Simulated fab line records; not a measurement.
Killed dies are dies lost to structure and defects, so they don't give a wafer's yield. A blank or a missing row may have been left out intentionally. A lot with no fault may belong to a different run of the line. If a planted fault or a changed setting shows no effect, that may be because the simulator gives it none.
Comparing a struck lot with a sound one || flow sky130 || 14 out of 708 route steps
Sound: these wafers, L869.2, L869.3, L869.6. Struck: wafers L883.1, L883.3, L883.5. The cause is given at the end.
At each step with rows: each side's tool, then ch and its chambers, then its first start. Under that, the readings that differ: sound wafers || struck wafers || difference of the means || sigmas: that difference in standard deviations of wafers without a fault.
alike: words and numbers the same on both sides, and readings whose means are apart by under 2 such deviations; not compared: readings that were withheld, readings missing a value for some wafer, numbers with overlapping values and no deviation given by the record, and bounds like >300 which may hide the same value.
Wherever a step has rows on one side only, a row that says differs or no value, or a row with sigmas, the two part there. Numbers that don't overlap but have no deviation are shown without sigmas and don't part them. A reading missing from all wafers of one side parts the sides only when that side holds two or more wafers.

SKY_NWELL_OVL_MEAS_23:
  struck on overlay-02, day 9 14:04; sound on overlay-02, day 6 02:35
  alike: NWELL_01_OVL
after that, 1 step had no rows for these wafers: SKY_NWELL_IMPLANT_24.
SKY_NWELL_STRIP_25: strips in O2/N2.
  sound on plasma-asher-02 ch 0,1, day 6 02:46; struck on plasma-asher-01 ch 0,1, day 9 14:14
{"reading": "drypump-motor-current-A (A)", "sound": "4.8 5.0 5.0", "struck": "6.0 6.2 6.2", "difference": "+1.2", "sigmas": "+2"}
  alike: oes-product-au, strip-time-to-endpoint-s
  not compared: rf-hours-counter-h
SKY_NWELL_TW_MEAS_26:
  struck on film-metro-03, day 9 14:20; sound on film-metro-02, day 6 02:53
{"reading": "NWELL_2_TW", "sound": "489 489 491", "struck": "500 499 502", "difference": "+11", "sigmas": "+2"}
then, 1 step without rows for these wafers: SKY_NWELL_CLEAN_27 (cleans in SC1/SC2, time 150 s).
SKY_NWELL_RTA_28: time 30 s.
  sound on rtp-anneal-01 ch 0, day 6 02:59; struck on rtp-anneal-02 ch 0, day 9 14:27
  alike: lamp-power-pct, wafer_temp_C_max
SKY_NWELL_RS_MEAS_29: the measuring method here is four-point-probe.
  struck on film-metro-02, day 9 14:33; sound on film-metro-04, day 6 03:06
  alike: NWELL_RS
SKY_NWELL_RS_MEAS_31: the measuring method here is four-point-probe.
  struck on film-metro-02, day 9 14:47; sound on film-metro-04, day 6 03:20
  alike: PWDE_RS
then, 3 steps without rows for these wafers: SKY_VT_ADJUST_HVTP_DEHYDRATE_00 (time 60 s); SKY_VT_ADJUST_HVTP_HMDS_01 (prime time 62.68 s); SKY_VT_ADJUST_HVTP_COAT_02 (resist thk 1140 nm).
SKY_VT_ADJUST_HVTP_SOFTBAKE_03: time 60 s.
  sound on litho-track-02 ch 0, day 6 12:17; struck on litho-track-04 ch 0, day 10 01:41
{"reading": "run-length-s (s)", "sound": "89.12 89.06 89.08", "struck": "95.96 96.06 96.23", "difference": "+7.00", "sigmas": "+35"}
  alike: exhaust-pa, resist-line-temp-C
then, 1 step without rows for these wafers: SKY_VT_ADJUST_HVTP_EXPOSE_04 (exposes mask HVTPM, target cd 380 nm).
-- a jump in the record: the struck wafers' starts before and after are 40 days apart (it breaks off in module VT_ADJUST_HVTP and resumes in module PAD_OPEN, where the first step shown is number 708 of the route) --
SKY_PAD_OPEN_PROBE_99:
  rows exist in the record for the struck wafers here (prober-01, day 49 17:34), but not for the sound ones

## WHERE THEY PART
First at SKY_NWELL_STRIP_25; last, within this record, at SKY_PAD_OPEN_PROBE_99.

WHY: what had been put in by the simulator
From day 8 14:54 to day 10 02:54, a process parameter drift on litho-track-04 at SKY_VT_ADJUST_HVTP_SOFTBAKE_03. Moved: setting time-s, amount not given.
